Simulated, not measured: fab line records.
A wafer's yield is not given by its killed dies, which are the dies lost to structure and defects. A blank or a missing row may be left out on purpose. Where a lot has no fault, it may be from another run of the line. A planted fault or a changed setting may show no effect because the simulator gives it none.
fab line records ; flow sky130
record lots=5; wafers=15; last-day=50
route steps=708 shown VT_ADJUST_NCORE@123 VT_ADJUST_HVTR@131 VT_ADJUST_PCH@143
lots untouched by any fault: they come from a run of this same line in which no faults occurred
start-h: start of the lot's first displayed wafer, in hours after the record's first day ; wait-h: hours from the lot's prior step to this one ; " the same as in the row above ; L1.1+2: one row covering several wafers at once ; - value missing, or start not given ; * or withheld: withheld ; < > ~ a bound
route shown NAME@n: NAME is a module with steps in the file, n the number in the route of the first one ; usual: average and standard deviation across the fault-free wafers ; same: alike in all rows ; chamber/n: place in a boat ; sites: the reading at each site ; _std_site: standard deviation across them ; _edge_site: the outer-site mean with the inner-site mean subtracted ; radius-mm: how far each site lies from the wafer's centre ; mask NAME#n: copy n ; behind: the last tool/chamber to shape the wafer ; hold: why the lot went on hold/how many hours it stayed there/how the hold came to an end ; device: whichever transistor did not switch (one of n, p or np) ; end of line: tests run on the same wafers once the route is complete ; a step without rows: its recipe alone ; killed: not the wafer's yield, but the dies lost to structure and defects at the first sort ; map: per-die view of a wafer (x killed, . not killed, _ where there is no die)
set.NAME: the setting as run; set.NAME@STEP: as run at that earlier step ; model.NAME: the simulator's own value behind a step, which no gauge read
lots at selected steps of the route; one table per step, one row per wafer
services: the hour from which a tool's chamber was out of use, counted from the record's first day as start-h (under 0 if before that day), plus the number of hours and why
## steps
# step SKY_VT_ADJUST_NCORE_EXPOSE_04
# recipe mask-id=LVTN_COMPLEMENT_THIN; na=0.6; source-shape=conventional; sigma-outer=0.6; polarization=unpolarized; target-cd-nm=380; dose-mj=139
lot.wafer;tool;chamber;start-h;wait-h;mask
L074.1+3+5;iline-stepper-01;0;-;-;LVTN_COMPLEMENT_THIN#0
L079.1+3+6;iline-stepper-01;0;-;-;LVTN_COMPLEMENT_THIN#0
L084.1+2+3;iline-stepper-01;0;-;-;LVTN_COMPLEMENT_THIN#0
L089.1+3+4;iline-stepper-01;0;-;-;LVTN_COMPLEMENT_THIN#0
L093.2+3+4;iline-stepper-02;0;-;-;LVTN_COMPLEMENT_THIN#0
# step SKY_VT_ADJUST_NCORE_PEB_05
# recipe temp-c=withheld; time-s=*; resist=NOVOLAK
# usual chill-plate-temp-C=*
lot.wafer;tool;chamber;start-h;wait-h;chill-plate-temp-C
L074.1;litho-track-04;0;-;-;*
L074.3;litho-track-04;0;-;-;*
L074.5;litho-track-04;0;-;-;*
L079.1;litho-track-03;0;-;-;*
L079.3;litho-track-03;0;-;-;*
L079.6;litho-track-03;0;-;-;*
L084.1;litho-track-04;0;-;-;*
L084.2;litho-track-04;0;-;-;*
L084.3;litho-track-04;0;-;-;*
L089.1;litho-track-04;0;-;-;*
L089.3;litho-track-04;0;-;-;*
L089.4;litho-track-04;0;-;-;*
L093.2;litho-track-04;0;-;-;*
L093.3;litho-track-04;0;-;-;*
L093.4;litho-track-04;0;-;-;*
# step SKY_VT_ADJUST_NCORE_DEVELOP_06
# recipe resist=NOVOLAK; developer=TMAH; develop-time-s=60; dev-temp-c=23
# usual chill-plate-temp-C=22.99/0.11
lot.wafer;tool;chamber;start-h;wait-h;chill-plate-temp-C
L074.1;litho-track-04;0;174.18;0.1;23.06
L074.3;litho-track-04;0;174.18;0.1;23.16
L074.5;litho-track-04;0;174.18;0.1;23.04
L079.1;litho-track-03;0;207.68;0.1;22.99
L079.3;litho-track-03;0;207.68;0.1;22.95
L079.6;litho-track-03;0;207.68;0.1;22.93
L084.1;litho-track-04;0;247.03;0.1;22.87
L084.2;litho-track-04;0;247.03;0.1;23.12
L084.3;litho-track-04;0;247.03;0.1;22.93
L089.1;litho-track-04;0;301.68;0.1;22.72
L089.3;litho-track-04;0;301.68;0.1;22.83
L089.4;litho-track-04;0;301.68;0.1;23.03
L093.2;litho-track-04;0;332.96;0.1;23.11
L093.3;litho-track-04;0;332.96;0.1;22.99
L093.4;litho-track-04;0;332.96;0.1;23.00
# step SKY_VT_ADJUST_NCORE_CD_MEAS_07
# recipe target-cd-nm=380
# usual cd-nm=379.3/2.6
lot.wafer;tool;chamber;start-h;wait-h;cd-nm
L074.1;cd-sem-02;-;174.33;0.1;377.1
L074.3;cd-sem-02;-;174.33;0.1;377.3
L074.5;cd-sem-02;-;174.33;0.1;378.0
L079.1;cd-sem-01;-;207.83;0.1;378.5
L079.3;cd-sem-01;-;207.83;0.1;376.0
L079.6;cd-sem-01;-;207.83;0.1;379.0
L084.1;cd-sem-02;-;247.18;0.1;382.5
L084.2;cd-sem-02;-;247.18;0.1;382.2
L084.3;cd-sem-02;-;247.18;0.1;385.5
L089.1;cd-sem-02;-;301.83;0.1;381.5
L089.3;cd-sem-02;-;301.83;0.1;379.7
L089.4;cd-sem-02;-;301.83;0.1;377.2
L093.2;cd-sem-01;-;333.10;0.1;382.8
L093.3;cd-sem-01;-;333.10;0.1;383.2
L093.4;cd-sem-01;-;333.10;0.1;382.4
# step SKY_VT_ADJUST_NCORE_OVL_MEAS_08
# usual VT_ADJUST_NCORE_OVL=-0.2/1.3
lot.wafer;tool;chamber;start-h;wait-h;VT_ADJUST_NCORE_OVL[nm]
L074.1;overlay-01;-;174.45;0.1;-1.7
L074.3;overlay-01;-;174.45;0.1;0.3
L074.5;overlay-01;-;174.45;0.1;0.2
L079.1;overlay-01;-;207.95;0.1;-0.6
L079.3;overlay-01;-;207.95;0.1;-0.7
L079.6;overlay-01;-;207.95;0.1;-0.7
L084.1;overlay-01;-;247.30;0.1;-2.3
L084.2;overlay-01;-;247.30;0.1;-1.2
L084.3;overlay-01;-;247.30;0.1;-1.1
L089.1;overlay-02;-;301.95;0.1;1.6
L089.3;overlay-02;-;301.95;0.1;1.1
L089.4;overlay-02;-;301.95;0.1;0.0
L093.2;overlay-02;-;333.21;0.1;-0.6
L093.3;overlay-02;-;333.21;0.1;0.5
L093.4;overlay-02;-;333.21;0.1;1.6
# step SKY_VT_ADJUST_NCORE_IMPLANT_09
# recipe species=B; energy-kev=10; dose-cm2=2.4e+12; tilt-deg=withheld
# usual beam-on-s=9.99/0.19
lot.wafer;tool;chamber;start-h;wait-h;beam-on-s
L074.1;implanter-04;0;174.49;0.0;9.90
L074.3;implanter-04;0;174.49;0.0;9.75
L074.5;implanter-04;0;174.49;0.0;9.82
L079.1;implanter-01;0;207.99;0.0;10.17
L079.3;implanter-01;0;207.99;0.0;10.18
L079.6;implanter-01;0;207.99;0.0;10.03
L084.1;implanter-03;0;247.34;0.0;10.09
L084.2;implanter-03;0;247.34;0.0;9.93
L084.3;implanter-03;0;247.34;0.0;10.11
L089.1;implanter-03;0;301.99;0.0;10.16
L089.3;implanter-03;0;301.99;0.0;9.97
L089.4;implanter-03;0;301.99;0.0;10.33
L093.2;implanter-01;0;333.26;0.0;10.03
L093.3;implanter-01;0;333.26;0.0;10.10
L093.4;implanter-01;0;333.26;0.0;9.97
# step SKY_VT_ADJUST_NCORE_STRIP_10
# recipe chemistry=O2/N2; power-w=1400; pressure-mtorr=1500; platen-temp-c=withheld; o2-flow-sccm=3000; n2-flow-sccm=300; overash-fraction=0.5
# usual drypump-motor-current-A=5.9/0.38; o2-flow-sccm=2999/8.1; oes-product-au=0.716/0.0048; strip-time-to-endpoint-s=14.16/0.041
lot.wafer;tool;chamber;start-h;wait-h;drypump-motor-current-A;o2-flow-sccm;oes-product-au;rf-hours-counter-h;strip-time-to-endpoint-s
L074.1;plasma-asher-02;0;174.64;0.1;5.9;3006;0.714;36;14.10
L074.3;plasma-asher-02;1;174.64;0.1;6.1;2995;0.704;-;14.12
L074.5;plasma-asher-02;0;174.64;0.1;5.9;3015;0.721;-;14.14
L079.1;plasma-asher-01;0;208.14;0.1;5.6;3009;0.713;51;14.07
L079.3;plasma-asher-01;0;208.14;0.1;5.6;2992;0.713;-;14.10
L079.6;plasma-asher-01;1;208.14;0.1;6.6;3018;0.719;-;14.11
L084.1;plasma-asher-03;0;247.49;0.1;5.2;3004;0.719;12;14.14
L084.2;plasma-asher-03;1;247.49;0.1;5.5;3008;0.715;12;14.14
L084.3;plasma-asher-03;1;247.49;0.1;5.6;2999;0.717;-;14.14
L089.1;plasma-asher-01;0;302.14;0.1;5.6;2988;0.715;60;14.16
L089.3;plasma-asher-01;0;302.14;0.1;5.6;2996;0.723;-;14.18
L089.4;plasma-asher-01;1;302.14;0.1;6.6;2993;0.720;-;14.14
L093.2;plasma-asher-02;1;333.39;0.1;6.1;2995;0.720;51;14.11
L093.3;plasma-asher-02;0;333.39;0.1;6.0;2993;0.711;-;14.17
L093.4;plasma-asher-02;1;333.39;0.1;6.1;3001;0.720;-;14.14
# step SKY_VT_ADJUST_NCORE_TW_MEAS_11
# usual VT_ADJUST_NCORE_TW=217.7/1.1
lot.wafer;tool;chamber;start-h;wait-h;VT_ADJUST_NCORE_TW
L074.1;film-metro-04;-;174.74;0.1;219.3
L074.3;film-metro-04;-;174.74;0.1;219.0
L074.5;film-metro-04;-;174.74;0.1;219.2
L079.1;film-metro-03;-;208.24;0.1;216.5
L079.3;film-metro-03;-;208.24;0.1;216.6
L079.6;film-metro-03;-;208.24;0.1;216.8
L084.1;film-metro-03;-;247.59;0.1;217.3
L084.2;film-metro-03;-;247.59;0.1;218.4
L084.3;film-metro-03;-;247.59;0.1;218.3
L089.1;film-metro-02;-;302.24;0.1;218.1
L089.3;film-metro-02;-;302.24;0.1;218.8
L089.4;film-metro-02;-;302.24;0.1;216.6
L093.2;film-metro-02;-;333.50;0.1;217.9
L093.3;film-metro-02;-;333.50;0.1;219.3
L093.4;film-metro-02;-;333.50;0.1;217.9
# step SKY_VT_ADJUST_HVTR_DEHYDRATE_00
# recipe temp-c=200; time-s=60
# usual chill-plate-temp-C=22.98/0.11; plate-temp-C=200.00/0.16
lot.wafer;tool;chamber;start-h;wait-h;chill-plate-temp-C;plate-temp-C
L074.1;litho-track-02;0;183.82;9.1;22.71;200.05
L074.3;litho-track-02;0;183.82;9.1;22.98;200.03
L074.5;litho-track-02;0;183.82;9.1;22.85;199.98
L079.1;litho-track-01;0;218.94;10.7;22.97;199.86
L079.3;litho-track-01;0;218.94;10.7;22.95;200.16
L079.6;litho-track-01;0;218.94;10.7;23.05;200.48
L084.1;litho-track-04;0;257.93;10.3;23.02;199.92
L084.2;litho-track-04;0;257.93;10.3;22.92;199.98
L084.3;litho-track-04;0;257.93;10.3;22.83;200.08
L089.1;litho-track-01;0;314.19;11.9;22.91;200.03
L089.3;litho-track-01;0;314.19;11.9;22.78;199.70
L089.4;litho-track-01;0;314.19;11.9;22.81;200.11
L093.2;litho-track-04;0;346.31;12.8;22.92;199.84
L093.3;litho-track-04;0;346.31;12.8;22.83;199.96
L093.4;litho-track-04;0;346.31;12.8;22.91;199.94
# step SKY_VT_ADJUST_HVTR_HMDS_01
# recipe prime-time-s=60; prime-temp-c=120
# usual chill-plate-temp-C=22.99/0.088
# same prime-time-s=60
lot.wafer;tool;chamber;start-h;wait-h;chill-plate-temp-C
L074.1;litho-track-02;0;183.97;0.1;22.94
L074.3;litho-track-02;0;183.97;0.1;22.98
L074.5;litho-track-02;0;183.97;0.1;23.03
L079.1;litho-track-01;0;219.09;0.1;22.95
L079.3;litho-track-01;0;219.09;0.1;22.93
L079.6;litho-track-01;0;219.09;0.1;23.03
L084.1;litho-track-04;0;258.08;0.1;22.78
L084.2;litho-track-04;0;258.08;0.1;22.77
L084.3;litho-track-04;0;258.08;0.1;22.87
L089.1;litho-track-01;0;314.34;0.1;23.15
L089.3;litho-track-01;0;314.34;0.1;22.96
L089.4;litho-track-01;0;314.34;0.1;22.90
L093.2;litho-track-04;0;346.46;0.1;23.03
L093.3;litho-track-04;0;346.46;0.1;22.99
L093.4;litho-track-04;0;346.46;0.1;23.02
# step SKY_VT_ADJUST_HVTR_COAT_02
# recipe resist=NOVOLAK; spin-rpm=3000; resist-thk-nm=1140
# usual chill-plate-temp-C=23.00/0.11
lot.wafer;tool;chamber;start-h;wait-h;chill-plate-temp-C
L074.1;litho-track-02;0;184.12;0.1;22.84
L074.3;litho-track-02;0;184.12;0.1;22.99
L074.5;litho-track-02;0;184.12;0.1;22.98
L079.1;litho-track-01;0;219.24;0.1;23.12
L079.3;litho-track-01;0;219.24;0.1;22.99
L079.6;litho-track-01;0;219.24;0.1;22.92
L084.1;litho-track-04;0;258.23;0.1;22.89
L084.2;litho-track-04;0;258.23;0.1;22.93
L084.3;litho-track-04;0;258.23;0.1;22.95
L089.1;litho-track-01;0;314.49;0.1;22.89
L089.3;litho-track-01;0;314.49;0.1;22.97
L089.4;litho-track-01;0;314.49;0.1;22.85
L093.2;litho-track-04;0;346.61;0.1;23.11
L093.3;litho-track-04;0;346.61;0.1;23.25
L093.4;litho-track-04;0;346.61;0.1;22.99
# step SKY_VT_ADJUST_HVTR_SOFTBAKE_03
# recipe temp-c=90; time-s=60; resist=NOVOLAK
# usual chill-plate-temp-C=23.00/0.098; plate-temp-C=90.04/0.14
lot.wafer;tool;chamber;start-h;wait-h;chill-plate-temp-C;plate-temp-C
L074.1;litho-track-02;0;184.27;0.1;22.94;89.93
L074.3;litho-track-02;0;184.27;0.1;22.99;90.04
L074.5;litho-track-02;0;184.27;0.1;22.81;90.00
L079.1;litho-track-01;0;219.39;0.1;23.09;90.07
L079.3;litho-track-01;0;219.39;0.1;23.05;90.04
L079.6;litho-track-01;0;219.39;0.1;22.95;89.97
L084.1;litho-track-04;0;258.38;0.1;23.04;89.92
L084.2;litho-track-04;0;258.38;0.1;23.07;89.97
L084.3;litho-track-04;0;258.38;0.1;23.25;89.97
L089.1;litho-track-01;0;314.64;0.1;22.95;90.03
L089.3;litho-track-01;0;314.64;0.1;22.92;90.06
L089.4;litho-track-01;0;314.64;0.1;22.93;89.99
L093.2;litho-track-04;0;346.76;0.1;23.10;90.01
L093.3;litho-track-04;0;346.76;0.1;22.99;90.07
L093.4;litho-track-04;0;346.76;0.1;22.91;90.39
# step SKY_VT_ADJUST_HVTR_EXPOSE_04
# recipe mask-id=HVTRM; target-cd-nm=380; na=0.6; source-shape=conventional; sigma-outer=0.6; dose-mj=150
lot.wafer;tool;chamber;start-h;wait-h;mask
L074.1+3+5;iline-stepper-02;0;-;-;HVTRM#0
L079.1+3+6;iline-stepper-02;0;-;-;HVTRM#0
L084.1+2+3;iline-stepper-01;0;-;-;HVTRM#0
L089.1+3+4;iline-stepper-02;0;-;-;HVTRM#0
L093.2+3+4;iline-stepper-02;0;-;-;HVTRM#0
# step SKY_VT_ADJUST_HVTR_PEB_05
# recipe temp-c=withheld; time-s=*; resist=NOVOLAK
# usual chill-plate-temp-C=*
lot.wafer;tool;chamber;start-h;wait-h;chill-plate-temp-C
L074.1;litho-track-01;0;-;-;*
L074.3;litho-track-01;0;-;-;*
L074.5;litho-track-01;0;-;-;*
L079.1;litho-track-04;0;-;-;*
L079.3;litho-track-04;0;-;-;*
L079.6;litho-track-04;0;-;-;*
L084.1;litho-track-01;0;-;-;*
L084.2;litho-track-01;0;-;-;*
L084.3;litho-track-01;0;-;-;*
L089.1;litho-track-01;0;-;-;*
L089.3;litho-track-01;0;-;-;*
L089.4;litho-track-01;0;-;-;*
L093.2;litho-track-01;0;-;-;*
L093.3;litho-track-01;0;-;-;*
L093.4;litho-track-01;0;-;-;*
# step SKY_VT_ADJUST_HVTR_DEVELOP_06
# recipe develop-time-s=60; dev-temp-c=23
# usual chill-plate-temp-C=23.01/0.11
lot.wafer;tool;chamber;start-h;wait-h;chill-plate-temp-C
L074.1;litho-track-01;0;194.89;0.1;23.14
L074.3;litho-track-01;0;194.89;0.1;23.18
L074.5;litho-track-01;0;194.89;0.1;23.08
L079.1;litho-track-04;0;229.48;0.1;22.83
L079.3;litho-track-04;0;229.48;0.1;22.97
L079.6;litho-track-04;0;229.48;0.1;23.05
L084.1;litho-track-01;0;269.94;0.1;23.02
L084.2;litho-track-01;0;269.94;0.1;23.09
L084.3;litho-track-01;0;269.94;0.1;23.03
L089.1;litho-track-01;0;327.69;0.1;23.16
L089.3;litho-track-01;0;327.69;0.1;23.28
L089.4;litho-track-01;0;327.69;0.1;23.17
L093.2;litho-track-01;0;360.97;0.1;23.04
L093.3;litho-track-01;0;360.97;0.1;23.11
L093.4;litho-track-01;0;360.97;0.1;23.01
# step SKY_VT_ADJUST_HVTR_CD_MEAS_07
# recipe target-cd-nm=380
# usual cd-nm=379.8/2.5
lot.wafer;tool;chamber;start-h;wait-h;cd-nm
L074.1;cd-sem-01;-;195.04;0.1;381.1
L074.3;cd-sem-01;-;195.04;0.1;378.4
L074.5;cd-sem-01;-;195.04;0.1;377.9
L079.1;cd-sem-02;-;229.63;0.1;380.9
L079.3;cd-sem-02;-;229.63;0.1;381.7
L079.6;cd-sem-02;-;229.63;0.1;380.5
L084.1;cd-sem-01;-;270.09;0.1;380.0
L084.2;cd-sem-01;-;270.09;0.1;383.4
L084.3;cd-sem-01;-;270.09;0.1;383.9
L089.1;cd-sem-01;-;327.95;0.2;378.7
L089.3;cd-sem-01;-;327.95;0.2;381.5
L089.4;cd-sem-01;-;327.95;0.2;381.0
L093.2;cd-sem-02;-;361.11;0.1;380.9
L093.3;cd-sem-02;-;361.11;0.1;383.3
L093.4;cd-sem-02;-;361.11;0.1;383.5
# step SKY_VT_ADJUST_HVTR_OVL_MEAS_08
# usual VT_ADJUST_HVTR_OVL=-0.7/1.3
lot.wafer;tool;chamber;start-h;wait-h;VT_ADJUST_HVTR_OVL[nm]
L074.1;overlay-02;-;195.16;0.1;-0.7
L074.3;overlay-02;-;195.16;0.1;-0.9
L074.5;overlay-02;-;195.16;0.1;-0.9
L079.1;overlay-01;-;229.75;0.1;-0.6
L079.3;overlay-01;-;229.75;0.1;-0.5
L079.6;overlay-01;-;229.75;0.1;0.7
L084.1;overlay-02;-;270.21;0.1;1.8
L084.2;overlay-02;-;270.21;0.1;2.0
L084.3;overlay-02;-;270.21;0.1;0.5
L089.1;overlay-01;-;328.07;0.1;-3.6
L089.3;overlay-01;-;328.07;0.1;-3.7
L089.4;overlay-01;-;328.07;0.1;-3.0
L093.2;overlay-01;-;361.22;0.1;-2.2
L093.3;overlay-01;-;361.22;0.1;-2.5
L093.4;overlay-01;-;361.22;0.1;-1.0
# step SKY_VT_ADJUST_HVTR_IMPLANT_09
# recipe species=B; energy-kev=10; dose-cm2=2.1e+12; tilt-deg=withheld
# usual beam-on-s=10.03/0.19
lot.wafer;tool;chamber;start-h;wait-h;beam-on-s
L074.1;implanter-04;0;195.20;0.0;10.24
L074.3;implanter-04;0;195.20;0.0;9.99
L074.5;implanter-04;0;195.20;0.0;10.33
L079.1;implanter-01;0;229.79;0.0;9.75
L079.3;implanter-01;0;229.79;0.0;10.18
L079.6;implanter-01;0;229.79;0.0;9.93
L084.1;implanter-01;0;270.25;0.0;10.10
L084.2;implanter-01;0;270.25;0.0;10.10
L084.3;implanter-01;0;270.25;0.0;9.93
L089.1;implanter-04;0;328.11;0.0;10.19
L089.3;implanter-04;0;328.11;0.0;9.65
L089.4;implanter-04;0;328.11;0.0;10.20
L093.2;implanter-01;0;361.27;0.0;9.87
L093.3;implanter-01;0;361.27;0.0;10.29
L093.4;implanter-01;0;361.27;0.0;9.86
# step SKY_VT_ADJUST_HVTR_STRIP_10
# recipe chemistry=O2/N2; power-w=1400; pressure-mtorr=1500; platen-temp-c=withheld; o2-flow-sccm=3000; n2-flow-sccm=300; overash-fraction=0.5
# usual drypump-motor-current-A=6.0/0.35; o2-flow-sccm=3000/8.5; oes-product-au=0.715/0.0048; strip-time-to-endpoint-s=14.172/0.027
lot.wafer;tool;chamber;start-h;wait-h;drypump-motor-current-A;o2-flow-sccm;oes-product-au;rf-hours-counter-h;strip-time-to-endpoint-s
L074.1;plasma-asher-02;0;195.35;0.1;6.0;3011;0.712;38;14.150
L074.3;plasma-asher-02;0;195.35;0.1;6.0;2999;0.712;-;14.186
L074.5;plasma-asher-02;1;195.35;0.1;6.1;3007;0.712;-;14.169
L079.1;plasma-asher-04;1;229.94;0.1;5.7;3001;0.714;55;14.204
L079.3;plasma-asher-04;0;229.94;0.1;5.8;2994;0.711;-;14.221
L079.6;plasma-asher-04;1;229.94;0.1;5.7;2973;0.721;-;14.224
L084.1;plasma-asher-02;1;270.40;0.1;6.1;3005;0.720;45;14.139
L084.2;plasma-asher-02;0;270.40;0.1;6.0;2992;0.710;45;14.220
L084.3;plasma-asher-02;1;270.40;0.1;6.1;2998;0.721;-;14.140
L089.1;plasma-asher-01;0;328.26;0.1;5.6;3005;0.714;62;14.145
L089.3;plasma-asher-01;1;328.26;0.1;6.6;2983;0.718;-;14.145
L089.4;plasma-asher-01;0;328.26;0.1;5.5;3001;0.720;-;14.135
L093.2;plasma-asher-04;0;361.40;0.1;5.8;3009;0.721;67;14.182
L093.3;plasma-asher-04;0;361.40;0.1;5.8;3010;0.718;-;14.186
L093.4;plasma-asher-04;1;361.40;0.1;5.7;3009;0.706;-;14.191
# step SKY_VT_ADJUST_HVTR_TW_MEAS_11
# usual VT_ADJUST_HVTR_TW=210.2/1.3
lot.wafer;tool;chamber;start-h;wait-h;VT_ADJUST_HVTR_TW
L074.1;film-metro-02;-;195.45;0.1;210.1
L074.3;film-metro-02;-;195.45;0.1;209.7
L074.5;film-metro-02;-;195.45;0.1;211.3
L079.1;film-metro-04;-;230.04;0.1;208.1
L079.3;film-metro-04;-;230.04;0.1;208.3
L079.6;film-metro-04;-;230.04;0.1;207.9
L084.1;film-metro-04;-;270.50;0.1;210.8
L084.2;film-metro-04;-;270.50;0.1;210.4
L084.3;film-metro-04;-;270.50;0.1;211.2
L089.1;film-metro-01;-;328.36;0.1;211.5
L089.3;film-metro-01;-;328.36;0.1;211.8
L089.4;film-metro-01;-;328.36;0.1;212.8
L093.2;film-metro-01;-;361.51;0.1;211.6
L093.3;film-metro-01;-;361.51;0.1;210.4
L093.4;film-metro-01;-;361.51;0.1;210.3
# step SKY_VT_ADJUST_PCH_DEHYDRATE_00
# recipe temp-c=200; time-s=60
# usual chill-plate-temp-C=22.97/0.12; plate-temp-C=199.99/0.16
lot.wafer;tool;chamber;start-h;wait-h;chill-plate-temp-C;plate-temp-C
L074.1;litho-track-03;0;205.29;9.8;23.05;200.05
L074.3;litho-track-03;0;205.29;9.8;22.81;199.99
L074.5;litho-track-03;0;205.29;9.8;23.12;199.89
L079.1;litho-track-02;0;240.27;10.2;22.87;200.15
L079.3;litho-track-02;0;240.27;10.2;22.65;200.08
L079.6;litho-track-02;0;240.27;10.2;22.77;199.93
L084.1;litho-track-03;0;282.53;12.0;22.97;200.29
L084.2;litho-track-03;0;282.53;12.0;23.04;200.37
L084.3;litho-track-03;0;282.53;12.0;23.04;200.22
L089.1;litho-track-03;0;340.88;12.5;22.99;199.88
L089.3;litho-track-03;0;340.88;12.5;23.03;200.01
L089.4;litho-track-03;0;340.88;12.5;22.82;199.98
L093.2;litho-track-03;0;374.66;13.1;23.04;200.06
L093.3;litho-track-03;0;374.66;13.1;22.93;199.87
L093.4;litho-track-03;0;374.66;13.1;23.09;200.05
# step SKY_VT_ADJUST_PCH_HMDS_01
# recipe prime-time-s=60; prime-temp-c=120
# usual chill-plate-temp-C=22.99/0.12
# same prime-time-s=60
lot.wafer;tool;chamber;start-h;wait-h;chill-plate-temp-C
L074.1;litho-track-03;0;205.44;0.1;22.94
L074.3;litho-track-03;0;205.44;0.1;23.05
L074.5;litho-track-03;0;205.44;0.1;23.07
L079.1;litho-track-02;0;240.42;0.1;22.87
L079.3;litho-track-02;0;240.42;0.1;22.91
L079.6;litho-track-02;0;240.42;0.1;22.93
L084.1;litho-track-03;0;282.68;0.1;22.93
L084.2;litho-track-03;0;282.68;0.1;23.11
L084.3;litho-track-03;0;282.68;0.1;23.08
L089.1;litho-track-03;0;341.03;0.1;22.89
L089.3;litho-track-03;0;341.03;0.1;22.87
L089.4;litho-track-03;0;341.03;0.1;22.96
L093.2;litho-track-03;0;374.81;0.1;23.11
L093.3;litho-track-03;0;374.81;0.1;22.93
L093.4;litho-track-03;0;374.81;0.1;22.97
# step SKY_VT_ADJUST_PCH_COAT_02
# recipe spin-rpm=2000; resist-thk-nm=3000
# usual chill-plate-temp-C=22.99/0.11
lot.wafer;tool;chamber;start-h;wait-h;chill-plate-temp-C
L074.1;litho-track-03;0;205.59;0.1;22.85
L074.3;litho-track-03;0;205.59;0.1;22.86
L074.5;litho-track-03;0;205.59;0.1;22.92
L079.1;litho-track-02;0;240.57;0.1;23.05
L079.3;litho-track-02;0;240.57;0.1;23.18
L079.6;litho-track-02;0;240.57;0.1;23.06
L084.1;litho-track-03;0;282.83;0.1;23.01
L084.2;litho-track-03;0;282.83;0.1;23.10
L084.3;litho-track-03;0;282.83;0.1;22.81
L089.1;litho-track-03;0;341.18;0.1;23.12
L089.3;litho-track-03;0;341.18;0.1;22.98
L089.4;litho-track-03;0;341.18;0.1;22.96
L093.2;litho-track-03;0;374.96;0.1;23.01
L093.3;litho-track-03;0;374.96;0.1;23.02
L093.4;litho-track-03;0;374.96;0.1;23.02
# step SKY_VT_ADJUST_PCH_SOFTBAKE_03
# recipe temp-c=110; time-s=withheld
# usual chill-plate-temp-C=22.98/0.11; plate-temp-C=109.99/0.14
lot.wafer;tool;chamber;start-h;wait-h;chill-plate-temp-C;plate-temp-C
L074.1;litho-track-03;0;205.74;0.1;22.90;110.03
L074.3;litho-track-03;0;205.74;0.1;22.91;110.01
L074.5;litho-track-03;0;205.74;0.1;22.93;110.12
L079.1;litho-track-02;0;240.72;0.1;23.07;109.83
L079.3;litho-track-02;0;240.72;0.1;22.79;109.96
L079.6;litho-track-02;0;240.72;0.1;22.89;109.89
L084.1;litho-track-03;0;282.98;0.1;22.85;110.06
L084.2;litho-track-03;0;282.98;0.1;22.90;110.01
L084.3;litho-track-03;0;282.98;0.1;22.99;110.06
L089.1;litho-track-03;0;341.33;0.1;23.21;109.83
L089.3;litho-track-03;0;341.33;0.1;22.99;109.97
L089.4;litho-track-03;0;341.33;0.1;23.07;110.03
L093.2;litho-track-03;0;375.12;0.1;23.00;110.03
L093.3;litho-track-03;0;375.12;0.1;22.86;110.08
L093.4;litho-track-03;0;375.12;0.1;22.83;109.93
# step SKY_VT_ADJUST_PCH_EXPOSE_04
# recipe mask-id=NWM; na=0.6; source-shape=conventional; sigma-outer=0.6; polarization=unpolarized; target-cd-nm=840; dose-mj=255
lot.wafer;tool;chamber;start-h;wait-h;mask
L074.1+3+5;iline-stepper-02;0;-;-;NWM#0
L079.1+3+6;iline-stepper-02;0;-;-;NWM#0
L084.1+2+3;iline-stepper-01;0;-;-;NWM#0
L089.1+3+4;iline-stepper-02;0;-;-;NWM#0
L093.2+3+4;iline-stepper-01;0;-;-;NWM#0
# step SKY_VT_ADJUST_PCH_PEB_05
# recipe temp-c=115; time-s=withheld
# usual chill-plate-temp-C=22.99/0.1; plate-temp-C=115.01/0.13
lot.wafer;tool;chamber;start-h;wait-h;chill-plate-temp-C;plate-temp-C
L074.1;litho-track-02;0;-;-;22.92;115.04
L074.3;litho-track-02;0;-;-;23.00;115.01
L074.5;litho-track-02;0;-;-;22.87;114.98
L079.1;litho-track-03;0;-;-;22.93;115.21
L079.3;litho-track-03;0;-;-;22.77;115.00
L079.6;litho-track-03;0;-;-;22.86;115.25
L084.1;litho-track-01;0;-;-;23.01;114.92
L084.2;litho-track-01;0;-;-;23.07;114.82
L084.3;litho-track-01;0;-;-;22.88;114.83
L089.1;litho-track-02;0;-;-;23.04;114.87
L089.3;litho-track-02;0;-;-;23.02;115.03
L089.4;litho-track-02;0;-;-;22.93;115.22
L093.2;litho-track-03;0;-;-;23.09;114.97
L093.3;litho-track-03;0;-;-;22.99;115.23
L093.4;litho-track-03;0;-;-;22.99;115.10
# step SKY_VT_ADJUST_PCH_DEVELOP_06
# recipe wall-angle-deg=90; developer=TMAH; develop-time-s=60; dev-temp-c=23
# usual chill-plate-temp-C=23.00/0.099
lot.wafer;tool;chamber;start-h;wait-h;chill-plate-temp-C
L074.1;litho-track-02;0;-;-;23.05
L074.3;litho-track-02;0;-;-;23.06
L074.5;litho-track-02;0;-;-;23.09
L079.1;litho-track-03;0;-;-;22.93
L079.3;litho-track-03;0;-;-;23.01
L079.6;litho-track-03;0;-;-;22.92
L084.1;litho-track-01;0;-;-;23.01
L084.2;litho-track-01;0;-;-;22.96
L084.3;litho-track-01;0;-;-;23.02
L089.1;litho-track-02;0;-;-;22.86
L089.3;litho-track-02;0;-;-;22.94
L089.4;litho-track-02;0;-;-;22.96
L093.2;litho-track-03;0;-;-;23.02
L093.3;litho-track-03;0;-;-;23.06
L093.4;litho-track-03;0;-;-;22.99
## services
tool;chamber;start-h;hours;kind
iline-stepper-02;-;142.89;5.6;repair
implanter-04;-;155.72;4.4;pm
plasma-asher-04;-;161.13;4.4;repair
implanter-03;-;162.19;3.7;repair
plasma-asher-02;-;163.91;2.8;pm
iline-stepper-01;-;179.33;1.7;pm
implanter-01;-;187.90;3.5;repair
plasma-asher-01;-;206.96;1.0;repair
iline-stepper-02;-;215.07;3.0;repair
plasma-asher-01;-;218.87;2.1;repair
implanter-03;-;230.54;1.8;repair
implanter-03;-;242.06;2.6;repair
implanter-03;-;248.30;3.8;repair
implanter-01;-;256.97;2.7;repair
plasma-asher-04;-;257.49;4.1;repair
implanter-04;-;259.90;5.5;repair
plasma-asher-03;-;287.31;7.6;repair
plasma-asher-04;-;304.95;5.3;repair
iline-stepper-02;-;329.28;1.7;pm
implanter-04;-;346.40;6.0;repair
implanter-03;-;348.95;4.5;pm
plasma-asher-01;-;371.90;3.5;repair
plasma-asher-04;-;378.98;4.0;pm
## key
fault none
